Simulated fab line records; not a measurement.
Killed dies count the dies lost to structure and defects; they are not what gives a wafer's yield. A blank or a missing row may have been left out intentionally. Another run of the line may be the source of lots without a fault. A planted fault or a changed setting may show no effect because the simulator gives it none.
Chamber matching	flow gf180mcu	3 sister chambers for GF_CONTACT_CVD_02 on pecvd-02
The step deposits SiO2 from TEOS, target thk 860 nm, time 95.992 s. 3 wafers are shown with their chamber, then 7 later ones without.

== WAFERS WITH THEIR CHAMBER ==
wafer	chamber	heater-power-w (W)
L632.2	1	585
L632.3	2	675
L639.4	0	592

== WAFERS WHOSE CHAMBER IS MISSING ==
wafer	heater-power-w (W)
L639.5	559
L640.2	690
L640.4	677
L640.5	552
L641.3	641
L641.4	506
L641.6	578

== CHAMBER TAKEN BY EACH ==
wafer	from the rows above	in truth
L639.5	can't be placed: 1 or 0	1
L640.2	2	2
L640.4	2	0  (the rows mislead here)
L640.5	can't be placed: 1 or 0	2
L641.3	can't be placed: 2 or 0 or 1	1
L641.4	can't be placed: 1 or 0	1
L641.6	can't be placed: 1 or 0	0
Placed correctly: 1 of 7. Can't be placed from these rows: 5 (the true chamber is among the candidates in 4). 1 placed wrongly.
How it was worked out, from the rows above alone: a wafer's distance from a chamber is the root of the sum, over the readings, of the square of ((its reading less the chamber's mean) divided by the reading's scatter). The wafer belongs to the nearest chamber; if the next one is less than 2 further off, it can't be placed. The mean given for a chamber averages the wafers shown for that chamber. The scatter: with one shown wafer a chamber, the root of the mean of the squares of how far each hidden wafer lies from its nearest shown one.
